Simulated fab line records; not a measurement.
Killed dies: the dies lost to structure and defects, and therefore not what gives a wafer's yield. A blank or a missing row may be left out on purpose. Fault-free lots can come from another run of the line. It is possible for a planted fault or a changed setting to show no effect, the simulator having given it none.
Which tool was responsible? :: flow sky130 :: Sampling: 24 lots, 72 wafers, 4 of 708 route steps

WHAT THE GAUGES READ, wafer by wafer
SKY_LDD_N_TW_MEAS_17.
lot: L075
measured: day 17 20:38
on: film_metro-03
LDD_N_TW: 2566 2572 2569

lot: L074
measured: day 17 21:55
on: film_metro-03
LDD_N_TW: 2583 2576 2578

lot: L076
measured: day 18 10:35
on: film_metro-01
LDD_N_TW: 2594 2573 2575

lot: L077
measured: day 18 17:32
on: film_metro-03
LDD_N_TW: 2581 2574 2577

lot: L078
measured: day 19 06:26
on: film_metro-01
LDD_N_TW: 2582 2584 2587

lot: L079
measured: day 19 14:54
on: film_metro-04
LDD_N_TW: 2590 2591 2593

lot: L080
measured: day 19 23:09
on: film_metro-01
LDD_N_TW: 2570 2582 2574

lot: L082
measured: day 20 10:44
on: film_metro-03
LDD_N_TW: 2565 2570 2566

lot: L081
measured: day 20 14:14
on: film_metro-03
LDD_N_TW: 2575 2572 2570

lot: L083
measured: day 21 01:44
on: film_metro-04
LDD_N_TW: 2570 2586 2584

lot: L084
measured: day 21 12:35
on: film_metro-03
LDD_N_TW: 2551 2544 2548

lot: L085
measured: day 21 21:11
on: film_metro-04
LDD_N_TW: 2582 2574 2574

lot: L087
measured: day 22 08:49
on: film_metro-03
LDD_N_TW: 2560 2572 2559

lot: L086
measured: day 22 23:14
on: film_metro-04
LDD_N_TW: 2587 2598 2595

lot: L088
measured: day 23 00:29
on: film_metro-01
LDD_N_TW: 2588 2595 2599

lot: L089
measured: day 23 09:23
on: film_metro-04
LDD_N_TW: 2575 2584 2575

lot: L091
measured: day 24 15:51
on: film_metro-04
LDD_N_TW: 2588 2598 2574

lot: L090
measured: day 24 22:07
on: film_metro-04
LDD_N_TW: 2587 2594 2594

lot: L093
measured: day 25 03:00
on: film_metro-04
LDD_N_TW: 2578 2597 2595

lot: L094
measured: day 25 06:52
on: film_metro-03
LDD_N_TW: 2577 2580 2582

lot: L092
measured: day 25 08:41
on: film_metro-01
LDD_N_TW: 2578 2611 2599

lot: L095
measured: day 25 15:13
on: film_metro-04
LDD_N_TW: 2587 2603 2599

lot: L096
measured: day 25 21:47
on: film_metro-04
LDD_N_TW: 2598 2596 2594

lot: L097
measured: day 26 09:45
on: film_metro-04
LDD_N_TW: 2594 2579 2593

SKY_LDD_P_OVL_MEAS_08.
lot: L075
measured: day 19 01:52
on: overlay-01
LDD_P_OVL (nm): 0.0 1.5 0.7

lot: L074
measured: day 19 03:43
on: overlay-02
LDD_P_OVL (nm): -3.1 -3.9 -3.2

lot: L076
measured: day 19 17:08
on: overlay-01
LDD_P_OVL (nm): -0.1 0.0 1.1

lot: L077
measured: day 20 00:48
on: overlay-01
LDD_P_OVL (nm): -2.8 -1.4 -2.8

lot: L078
measured: day 20 13:19
on: overlay-01
LDD_P_OVL (nm): 1.2 1.5 2.7

lot: L079
measured: day 20 22:08
on: overlay-01
LDD_P_OVL (nm): -0.8 0.5 -1.0

lot: L080
measured: day 21 05:52
on: overlay-02
LDD_P_OVL (nm): -1.6 -2.2 -3.0

lot: L082
measured: day 21 17:41
on: overlay-02
LDD_P_OVL (nm): 0.4 0.8 1.3

lot: L081
measured: day 21 20:43
on: overlay-02
LDD_P_OVL (nm): -4.0 -2.6 -5.2

lot: L083
measured: day 22 08:44
on: overlay-01
LDD_P_OVL (nm): -2.6 -1.6 -1.5

lot: L084
measured: day 22 19:25
on: overlay-01
LDD_P_OVL (nm): -0.2 -0.1 -1.0

lot: L085
measured: day 23 03:32
on: overlay-02
LDD_P_OVL (nm): -0.5 -1.2 -0.7

lot: L087
measured: day 23 14:58
on: overlay-01
LDD_P_OVL (nm): -1.2 0.3 0.0

lot: L086
measured: day 24 05:14
on: overlay-01
LDD_P_OVL (nm): 1.1 -0.4 0.4

lot: L088
measured: day 24 07:17
on: overlay-01
LDD_P_OVL (nm): -2.9 -0.7 -1.5

lot: L089
measured: day 24 15:31
on: overlay-01
LDD_P_OVL (nm): 1.6 0.5 0.0

lot: L091
measured: day 25 20:59
on: overlay-02
LDD_P_OVL (nm): -1.4 -0.9 -0.2

lot: L090
measured: day 26 04:02
on: overlay-01
LDD_P_OVL (nm): 1.7 2.1 2.8

lot: L093
measured: day 26 08:35
on: overlay-02
LDD_P_OVL (nm): -0.1 -2.0 -0.7

lot: L094
measured: day 26 11:52
on: overlay-02
LDD_P_OVL (nm): -1.8 -0.7 -2.2

lot: L092
measured: day 26 14:32
on: overlay-01
LDD_P_OVL (nm): -0.5 -1.3 -0.9

lot: L095
measured: day 26 20:25
on: overlay-02
LDD_P_OVL (nm): -3.0 -2.2 -2.9

lot: L096
measured: day 27 03:35
on: overlay-02
LDD_P_OVL (nm): -0.2 -0.4 -0.9

lot: L097
measured: day 27 14:59
on: overlay-02
LDD_P_OVL (nm): -1.6 -2.8 -2.8

SKY_CONTACT_OVL_MEAS_15.
lot: L075
measured: day 31 18:10
on: overlay-02
CONTACT_OVL (nm): 9 11 6

lot: L074
measured: day 31 18:31
on: overlay-02
CONTACT_OVL (nm): -5 -2 -5

lot: L076
measured: day 32 04:56
on: overlay-02
CONTACT_OVL (nm): 0 0 -7

lot: L077
measured: day 32 13:43
on: overlay-01
CONTACT_OVL (nm): 6 0 3

lot: L078
measured: day 33 00:07
on: overlay-01
CONTACT_OVL (nm): -4 -5 -1

lot: L079
measured: day 33 05:02
on: overlay-02
CONTACT_OVL (nm): -1 -5 -7

lot: L080
measured: day 33 15:05
on: overlay-02
CONTACT_OVL (nm): 8 6 2

lot: L082
measured: day 33 22:53
on: overlay-02
CONTACT_OVL (nm): 5 9 5

lot: L081
measured: day 34 02:25
on: overlay-02
CONTACT_OVL (nm): -5 -4 1

lot: L083
measured: day 34 13:23
on: overlay-02
CONTACT_OVL (nm): 14 3 12

lot: L084
measured: day 34 21:45
on: overlay-02
CONTACT_OVL (nm): -5 -8 -9

lot: L085
measured: day 35 06:20
on: overlay-02
CONTACT_OVL (nm): 6 9 6

lot: L087
measured: day 35 14:04
on: overlay-01
CONTACT_OVL (nm): 4 3 4

lot: L086
measured: day 36 02:05
on: overlay-01
CONTACT_OVL (nm): 2 6 4

lot: L088
measured: day 36 05:17
on: overlay-02
CONTACT_OVL (nm): -4 -7 -5

lot: L089
measured: day 36 11:46
on: overlay-02
CONTACT_OVL (nm): -1 -1 -7

lot: L091
measured: day 37 14:55
on: overlay-01
CONTACT_OVL (nm): 1 -4 1

lot: L090
measured: day 37 17:29
on: overlay-02
CONTACT_OVL (nm): -11 -15 -20

lot: L093
measured: day 37 21:55
on: overlay-02
CONTACT_OVL (nm): -4 -2 2

lot: L094
measured: day 38 03:20
on: overlay-01
CONTACT_OVL (nm): 2 4 3

lot: L092
measured: day 38 05:53
on: overlay-01
CONTACT_OVL (nm): -2 -9 -7

lot: L095
measured: day 38 09:47
on: overlay-02
CONTACT_OVL (nm): 1 0 -1

lot: L096
measured: day 38 16:44
on: overlay-02
CONTACT_OVL (nm): 4 1 1

lot: L097
measured: day 39 01:11
on: overlay-01
CONTACT_OVL (nm): 4 2 1

WHICH TOOL RAN EACH LOT (tool, then ch and the chambers of the sampled wafers, then the start)
lot: L075
SKY_RES_XHIGH_STRIP_08: plasma_asher-04 ch 0,1, day 26 19:35

lot: L074
SKY_RES_XHIGH_STRIP_08: plasma_asher-02 ch 0,1, day 26 19:53

lot: L076
SKY_RES_XHIGH_STRIP_08: plasma_asher-03 ch 0,1, day 27 09:23

lot: L077
SKY_RES_XHIGH_STRIP_08: plasma_asher-02 ch 0,1, day 27 17:02

lot: L078
SKY_RES_XHIGH_STRIP_08: plasma_asher-02 ch 0,1, day 28 03:48

lot: L079
SKY_RES_XHIGH_STRIP_08: plasma_asher-02 ch 0,1, day 28 11:41

lot: L080
SKY_RES_XHIGH_STRIP_08: plasma_asher-02 ch 0, day 28 20:18

lot: L082
SKY_RES_XHIGH_STRIP_08: plasma_asher-03 ch 1, day 29 05:03

lot: L081
SKY_RES_XHIGH_STRIP_08: plasma_asher-03 ch 0,1, day 29 07:42

lot: L083
SKY_RES_XHIGH_STRIP_08: plasma_asher-03 ch 0,1, day 29 20:23

lot: L084
SKY_RES_XHIGH_STRIP_08: plasma_asher-04 ch 1, day 30 05:56

lot: L085
SKY_RES_XHIGH_STRIP_08: plasma_asher-04 ch 0,1, day 30 13:21

lot: L087
SKY_RES_XHIGH_STRIP_08: plasma_asher-03 ch 0,1, day 30 23:23

lot: L086
SKY_RES_XHIGH_STRIP_08: plasma_asher-04 ch 0,1, day 31 12:32

lot: L088
SKY_RES_XHIGH_STRIP_08: plasma_asher-02 ch 0,1, day 31 14:26

lot: L089
SKY_RES_XHIGH_STRIP_08: plasma_asher-03 ch 0,1, day 31 21:03

lot: L091
SKY_RES_XHIGH_STRIP_08: plasma_asher-03 ch 0,1, day 33 00:50

lot: L090
SKY_RES_XHIGH_STRIP_08: plasma_asher-04 ch 0,1, day 33 06:47

lot: L093
SKY_RES_XHIGH_STRIP_08: plasma_asher-04 ch 0,1, day 33 09:54

lot: L094
SKY_RES_XHIGH_STRIP_08: plasma_asher-04 ch 0,1, day 33 14:44

lot: L092
SKY_RES_XHIGH_STRIP_08: plasma_asher-03 ch 0,1, day 33 17:29

lot: L095
SKY_RES_XHIGH_STRIP_08: plasma_asher-04 ch 0,1, day 33 21:57

lot: L096
SKY_RES_XHIGH_STRIP_08: plasma_asher-03 ch 1, day 34 04:42

lot: L097
SKY_RES_XHIGH_STRIP_08: plasma_asher-03 ch 0,1, day 34 14:20
- SKY_RES_XHIGH_STRIP_08: strips in O2/N2.

WHAT THE TOOLS THEMSELVES READ (means of the sampled wafers that have a number; where no wafer has one, the mark that the record gives instead)
SKY_RES_XHIGH_STRIP_08.
lot: L075
tool: plasma_asher-04
chamber_pressure_mTorr (mTorr): 1501.0
drypump_motor_current_A (A): 5.58
oes_product_au (a.u.): 0.711
strip_time_to_endpoint_s (s): 14.32

lot: L074
tool: plasma_asher-02
chamber_pressure_mTorr (mTorr): 1499.6
drypump_motor_current_A (A): 5.47
oes_product_au (a.u.): 0.711
strip_time_to_endpoint_s (s): 14.29

lot: L076
tool: plasma_asher-03
chamber_pressure_mTorr (mTorr): 1500.0
drypump_motor_current_A (A): 5.60
oes_product_au (a.u.): 0.708
strip_time_to_endpoint_s (s): 14.25

lot: L077
tool: plasma_asher-02
chamber_pressure_mTorr (mTorr): 1499.4
drypump_motor_current_A (A): 5.49
oes_product_au (a.u.): 0.711
strip_time_to_endpoint_s (s): 14.26

lot: L078
tool: plasma_asher-02
chamber_pressure_mTorr (mTorr): 1500.5
drypump_motor_current_A (A): 5.50
oes_product_au (a.u.): 0.718
strip_time_to_endpoint_s (s): 14.28

lot: L079
tool: plasma_asher-02
chamber_pressure_mTorr (mTorr): 1500.2
drypump_motor_current_A (A): 5.50
oes_product_au (a.u.): 0.710
strip_time_to_endpoint_s (s): 14.27

lot: L080
tool: plasma_asher-02
chamber_pressure_mTorr (mTorr): 1500.4
drypump_motor_current_A (A): 5.48
oes_product_au (a.u.): 0.709
strip_time_to_endpoint_s (s): 14.25

lot: L082
tool: plasma_asher-03
chamber_pressure_mTorr (mTorr): 1499.8
drypump_motor_current_A (A): 5.96
oes_product_au (a.u.): 0.710
strip_time_to_endpoint_s (s): 14.33

lot: L081
tool: plasma_asher-03
chamber_pressure_mTorr (mTorr): 1500.9
drypump_motor_current_A (A): 5.76
oes_product_au (a.u.): 0.713
strip_time_to_endpoint_s (s): 14.30

lot: L083
tool: plasma_asher-03
chamber_pressure_mTorr (mTorr): 1501.8
drypump_motor_current_A (A): 5.78
oes_product_au (a.u.): 0.711
strip_time_to_endpoint_s (s): 14.33

lot: L084
tool: plasma_asher-04
chamber_pressure_mTorr (mTorr): 1501.4
drypump_motor_current_A (A): 5.38
oes_product_au (a.u.): 0.712
strip_time_to_endpoint_s (s): 14.34

lot: L085
tool: plasma_asher-04
chamber_pressure_mTorr (mTorr): 1500.8
drypump_motor_current_A (A): 5.60
oes_product_au (a.u.): 0.712
strip_time_to_endpoint_s (s): 14.30

lot: L087
tool: plasma_asher-03
chamber_pressure_mTorr (mTorr): 1499.6
drypump_motor_current_A (A): 5.78
oes_product_au (a.u.): 0.716
strip_time_to_endpoint_s (s): 14.29

lot: L086
tool: plasma_asher-04
chamber_pressure_mTorr (mTorr): 1499.3
drypump_motor_current_A (A): 5.60
oes_product_au (a.u.): 0.708
strip_time_to_endpoint_s (s): 14.31

lot: L088
tool: plasma_asher-02
chamber_pressure_mTorr (mTorr): 1499.6
drypump_motor_current_A (A): 5.52
oes_product_au (a.u.): 0.710
strip_time_to_endpoint_s (s): 14.22

lot: L089
tool: plasma_asher-03
chamber_pressure_mTorr (mTorr): 1500.3
drypump_motor_current_A (A): 5.78
oes_product_au (a.u.): 0.714
strip_time_to_endpoint_s (s): 14.33

lot: L091
tool: plasma_asher-03
chamber_pressure_mTorr (mTorr): 1499.8
drypump_motor_current_A (A): 5.62
oes_product_au (a.u.): 0.712
strip_time_to_endpoint_s (s): 14.20

lot: L090
tool: plasma_asher-04
chamber_pressure_mTorr (mTorr): 1499.1
drypump_motor_current_A (A): 5.49
oes_product_au (a.u.): 0.708
strip_time_to_endpoint_s (s): 14.29

lot: L093
tool: plasma_asher-04
chamber_pressure_mTorr (mTorr): 1499.7
drypump_motor_current_A (A): 5.60
oes_product_au (a.u.): 0.716
strip_time_to_endpoint_s (s): 14.25

lot: L094
tool: plasma_asher-04
chamber_pressure_mTorr (mTorr): 1500.1
drypump_motor_current_A (A): 5.58
oes_product_au (a.u.): 0.714
strip_time_to_endpoint_s (s): 14.26

lot: L092
tool: plasma_asher-03
chamber_pressure_mTorr (mTorr): 1501.4
drypump_motor_current_A (A): 5.60
oes_product_au (a.u.): 0.712
strip_time_to_endpoint_s (s): 14.30

lot: L095
tool: plasma_asher-04
chamber_pressure_mTorr (mTorr): 1499.6
drypump_motor_current_A (A): 5.50
oes_product_au (a.u.): 0.710
strip_time_to_endpoint_s (s): 14.27

lot: L096
tool: plasma_asher-03
chamber_pressure_mTorr (mTorr): 1498.8
drypump_motor_current_A (A): 5.96
oes_product_au (a.u.): 0.712
strip_time_to_endpoint_s (s): 14.26

lot: L097
tool: plasma_asher-03
chamber_pressure_mTorr (mTorr): 1501.9
drypump_motor_current_A (A): 5.78
oes_product_au (a.u.): 0.711
strip_time_to_endpoint_s (s): 14.30

THE ANSWER, worked out from the rows above alone
Rule: the lots themselves supply what counts as usual. The widest of any qualifying gaps counts: lots, ordered by their means at a reading, are off when they make up no more than a third of the lots, leave a main group of 4 or more, and stand apart from it by 3 or more times the standard deviation of that group's means. A main group whose means are all the same, to the digits that the tables above print for the reading, isn't used. A lot without any number at a reading at which 4 lots or more have one is off too. The other lots that the step has rows for count as sound. First the gauges in route order, then the tools' own readings, where a lot's mean is used as printed above. The first step at which some lot is off is used, and at that step the reading that is off furthest; a lot without a number counts as furthest.
Across all readings shown, no lot is off: no conclusion can be drawn from this.

WHAT WAS PUT IN BY THE SIMULATOR
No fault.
